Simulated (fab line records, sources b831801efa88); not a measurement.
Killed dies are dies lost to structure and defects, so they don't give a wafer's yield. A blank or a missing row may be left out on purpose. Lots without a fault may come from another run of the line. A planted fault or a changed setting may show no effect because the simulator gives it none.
Which tool did it? | flow gf180mcu | 14 lots, 42 wafers sampled, at 5 steps of a route of 602

WHAT THE GAUGES READ, wafer by wafer
GF_CONTACT_THK_MEAS_01.
lot  | measured     | on            | CONTACT_CVD_00_THK (nm)
L721 | day 15 03:16 | film_metro-03 | 312 312 310
L722 | day 15 06:37 | film_metro-04 | 311 314 313
L723 | day 16 00:35 | film_metro-04 | 315 317 315
L724 | day 16 15:26 | film_metro-03 | 310 308 312
L726 | day 17 04:10 | film_metro-02 | 315 316 315
L729 | day 18 05:18 | film_metro-02 | 307 305 309
L728 | day 18 07:49 | film_metro-02 | 311 312 311
L730 | day 18 12:54 | film_metro-04 | 305 305 309
L734 | day 19 19:08 | film_metro-04 | 314 314 315
L738 | day 21 12:07 | film_metro-03 | 318 316 316
L739 | day 21 12:20 | film_metro-04 | 313 311 313
L740 | day 22 02:21 | film_metro-03 | 316 312 313
L741 | day 22 07:20 | film_metro-03 | 313 313 308
L742 | day 22 18:57 | film_metro-04 | 313 312 314

GF_CONTACT_THK_MEAS_26: measures by xrf.
lot  | measured     | on            | CONTACT_W_THK (nm)
L721 | day 16 01:49 | film_metro-04 | 311 311 308
L722 | day 16 05:11 | film_metro-02 | 313 314 314
L723 | day 16 23:15 | film_metro-02 | 310 315 319
L724 | day 17 14:55 | film_metro-03 | 320 317 319
L726 | day 18 03:35 | film_metro-04 | 309 307 310
L729 | day 19 05:40 | film_metro-04 | 313 315 317
L728 | day 19 09:32 | film_metro-03 | 329 327 328
L730 | day 19 15:03 | film_metro-03 | 327 337 335
L734 | day 20 21:20 | film_metro-03 | 311 319 317
L738 | day 22 13:07 | film_metro-03 | 323 324 321
L739 | day 22 13:29 | film_metro-04 | 311 300 311
L740 | day 23 03:01 | film_metro-03 | 304 313 309
L741 | day 23 07:05 | film_metro-03 | 305 313 309
L742 | day 23 18:42 | film_metro-04 | 315 317 317

GF_M1_CD_MEAS_14: target cd 230 nm.
lot  | measured     | on        | cd_nm (nm)
L721 | day 16 23:56 | cd_sem-02 | 231.4 229.8 230.6
L722 | day 17 03:25 | cd_sem-01 | 228.9 229.6 229.4
L723 | day 17 22:28 | cd_sem-02 | 229.2 228.1 228.8
L724 | day 18 14:22 | cd_sem-02 | 228.0 229.7 230.0
L726 | day 19 03:25 | cd_sem-01 | 228.4 228.3 228.5
L729 | day 20 07:02 | cd_sem-02 | 229.8 229.0 228.2
L728 | day 20 09:41 | cd_sem-01 | 230.1 229.3 229.8
L730 | day 20 15:49 | cd_sem-01 | 231.1 230.9 230.6
L734 | day 21 22:05 | cd_sem-02 | 230.4 230.5 232.0
L738 | day 23 12:29 | cd_sem-01 | 229.6 229.2 228.3
L739 | day 23 12:50 | cd_sem-02 | 230.7 230.4 231.3
L740 | day 24 00:30 | cd_sem-01 | 229.1 230.0 230.5
L741 | day 24 05:55 | cd_sem-02 | 228.8 228.9 228.8
L742 | day 24 17:48 | cd_sem-02 | 228.2 227.5 228.2

WHICH TOOL RAN EACH LOT (tool, then ch and the chambers of the sampled wafers, then the start)
lot  | GF_SAB_ETCH_11                     | GF_CONTACT_CVD_24
L721 | rie_diel-03 ch 0,3, day 15 02:20   | cvd_w-01 ch 0,1, day 16 01:37
L722 | rie_diel-03 ch 0,2,3, day 15 05:41 | cvd_w-01 ch 0,1, day 16 04:58
L723 | rie_diel-03 ch 0,1,2, day 15 23:41 | cvd_w-01 ch 0,1, day 16 23:02
L724 | rie_diel-03 ch 0,1,3, day 16 14:29 | cvd_w-02 ch 1, day 17 14:41
L726 | rie_diel-02 ch 1,2, day 17 03:09   | cvd_w-02 ch 0,1, day 18 03:22
L729 | rie_diel-02 ch 0,3, day 18 04:21   | cvd_w-01 ch 0,1, day 19 05:27
L728 | rie_diel-03 ch 0,3, day 18 06:53   | cvd_w-02 ch 0, day 19 09:19
L730 | rie_diel-01 ch 0,1,3, day 18 11:51 | cvd_w-02 ch 0,1, day 19 14:49
L734 | rie_diel-02 ch 0,1,3, day 19 18:12 | cvd_w-01 ch 0,1, day 20 21:07
L738 | rie_diel-01 ch 0,1,3, day 21 11:11 | cvd_w-01 ch 0,1, day 22 12:53
L739 | rie_diel-03 ch 0,1,3, day 21 11:20 | cvd_w-02 ch 0,1, day 22 13:16
L740 | rie_diel-01 ch 1,2,3, day 22 01:23 | cvd_w-02 ch 0,1, day 23 02:47
L741 | rie_diel-02 ch 0,1,3, day 22 06:23 | cvd_w-02 ch 0,1, day 23 06:53
L742 | rie_diel-03 ch 1,3, day 22 17:59   | cvd_w-01 ch 0,1, day 23 18:28
- GF_SAB_ETCH_11: etches SiO2 in C4F8/O2/Ar, target depth 55 nm, time 8.5 s.
- GF_CONTACT_CVD_24: deposits W, target thk 300 nm, time 90.339 s.

WHAT THE TOOLS THEMSELVES READ (means of the sampled wafers that have a number; where no wafer has one, the mark that the record gives instead)
GF_SAB_ETCH_11.
lot  | tool        | oes_product_au (a.u.)
L721 | rie_diel-03 | 0.985
L722 | rie_diel-03 | 0.993
L723 | rie_diel-03 | 1.007
L724 | rie_diel-03 | 0.999
L726 | rie_diel-02 | 0.995
L729 | rie_diel-02 | 0.992
L728 | rie_diel-03 | 0.996
L730 | rie_diel-01 | 0.988
L734 | rie_diel-02 | 0.994
L738 | rie_diel-01 | 0.992
L739 | rie_diel-03 | 0.993
L740 | rie_diel-01 | 0.992
L741 | rie_diel-02 | 1.001
L742 | rie_diel-03 | 1.003

GF_CONTACT_CVD_24.
lot  | tool     | heater_power_w (W) | susceptor_temp_C (C)
L721 | cvd_w-01 | 865                | 399.72
L722 | cvd_w-01 | 853                | 399.97
L723 | cvd_w-01 | 864                | 400.18
L724 | cvd_w-02 | 864                | 399.88
L726 | cvd_w-02 | 797                | 400.13
L729 | cvd_w-01 | 788                | 399.78
L728 | cvd_w-02 | 688                | 402.94
L730 | cvd_w-02 | 824                | 402.81
L734 | cvd_w-01 | 773                | 399.84
L738 | cvd_w-01 | 783                | 399.82
L739 | cvd_w-02 | 800                | 400.00
L740 | cvd_w-02 | 752                | 399.92
L741 | cvd_w-02 | 749                | 399.97
L742 | cvd_w-01 | 788                | 399.72

THE ANSWER, worked out from the rows above alone
Rule: what is usual is taken from the lots themselves. Put in order of their means at a reading, lots are off if they are a third of the lots or fewer, leave a main group of 4 or more, and stand apart from it by a gap of 3 or more times the standard deviation of the main group's means; of several such gaps the widest counts. A main group whose means are all the same, to the digits that the tables above print for the reading, isn't used. A lot without any number at a reading at which 4 lots or more have one is off too. The other lots that the step has rows for count as sound. The gauges are gone through in route order, then the tools' own readings, and for those a lot's mean is taken as printed above. The first step at which some lot is off is used, and at that step the reading that is off furthest; a lot without a number counts as furthest.
Off: L728, L730, at GF_CONTACT_CVD_24 (susceptor_temp_C). The main group: mean 399.91 C, standard deviation 0.14.
A tool fits if, at that step or a process step before it, it ran every lot that is off, and no sound lot after the first of them. None of those tried fits.

WHAT THE SIMULATOR HAD PUT IN
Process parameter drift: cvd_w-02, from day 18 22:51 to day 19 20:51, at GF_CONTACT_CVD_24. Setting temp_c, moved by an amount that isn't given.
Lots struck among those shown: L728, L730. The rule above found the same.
